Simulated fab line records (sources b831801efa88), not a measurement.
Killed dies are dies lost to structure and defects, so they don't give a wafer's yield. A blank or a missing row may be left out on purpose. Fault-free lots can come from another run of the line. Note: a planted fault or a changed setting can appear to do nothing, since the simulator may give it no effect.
2 desks, one fault + flow sky130 + every desk sees just its own numbers, and what lay behind them comes last

## THE TOOL OWNER'S DESK: iline-stepper-01
The tool's own readings at SKY_NWELL_EXPOSE_07 (exposes mask NWM, target cd 840 nm): means of the sampled wafers that have a number, for each lot that ran on this tool. Any lot whose mean is over 4 standard deviations away from the usual mean is out of limits and marked OUT; that distance is given in the brackets.
Columns: A = exposure-dose-mJ-cm2 at SKY_NWELL_EXPOSE_07, usual 255.00; B = focus-offset-nm at SKY_NWELL_EXPOSE_07, usual -0.1 nm
| lot  | first seen here | A      | B    |
|------|-----------------|--------|------|
| L582 | day 4 13:26     | 255.20 | -0.2 |
| L587 | day 6 00:37     | 255.08 | -0.2 |
| L602 | day 9 10:49     | 254.78 | -0.1 |
| L603 | day 9 18:04     | 255.01 | 0.3  |
This desk's verdict: no lot among the 4 shows anything out of limits.

## THE METROLOGY DESK
What the gauges read, lot by lot, whatever tool the lot ran on: means of the sampled wafers that have a number. Any lot whose mean is over 4 standard deviations away from the usual mean is out of limits and marked OUT; that distance is given in the brackets. Of its 8 readings 7 are shown: those that lie furthest out on some lot.
Columns: A = PWDE_TW at SKY_PWDE_TW_MEAS_10, usual 376.9; B = NWELL_00_OVL at SKY_NWELL_OVL_MEAS_10, usual 0.1 nm; C = NWELL_TW at SKY_NWELL_TW_MEAS_15, usual 1832; D = NWELL_01_OVL at SKY_NWELL_OVL_MEAS_23, usual -0.4 nm; E = NWELL_2_TW at SKY_NWELL_TW_MEAS_26, usual 499.7; F = NWELL_RS at SKY_NWELL_RS_MEAS_29, usual 624.3 ohm/sq; G = PWDE_RS at SKY_NWELL_RS_MEAS_31, usual 5230 ohm/sq
| lot  | first seen here | A     | B   | C    | D    | E     | F     | G    |
|------|-----------------|-------|-----|------|------|-------|-------|------|
| L581 | day 4 00:32     | 378.9 | 1.2 | 1831 | -1.2 | 499.9 | 624.6 | 5236 |
| L582 | day 4 04:19     | 376.1 | 1.6 | 1845 | 2.0  | 496.6 | 621.6 | 5233 |
| L587 | day 5 14:19     | 375.2 | 0.0 | 1818 | -1.5 | 501.4 | 623.5 | 5232 |
| L592 | day 6 20:41     | 375.1 | 1.4 | 1837 | -1.7 | 499.6 | 623.0 | 5195 |
| L602 | day 9 00:16     | 375.6 | 0.2 | 1837 | 0.7  | 498.9 | 625.3 | 5241 |
| L603 | day 9 05:51     | 375.6 | 0.4 | 1826 | -1.3 | 501.5 | 626.0 | 5213 |
This desk's verdict: no lot among the 6 shows anything out of limits.

## ALL TOGETHER
Nothing out of limits was seen by the tool owner's desk.
The metrology desk saw nothing out of limits.

## WHAT HAD BEEN PUT IN BY THE SIMULATOR
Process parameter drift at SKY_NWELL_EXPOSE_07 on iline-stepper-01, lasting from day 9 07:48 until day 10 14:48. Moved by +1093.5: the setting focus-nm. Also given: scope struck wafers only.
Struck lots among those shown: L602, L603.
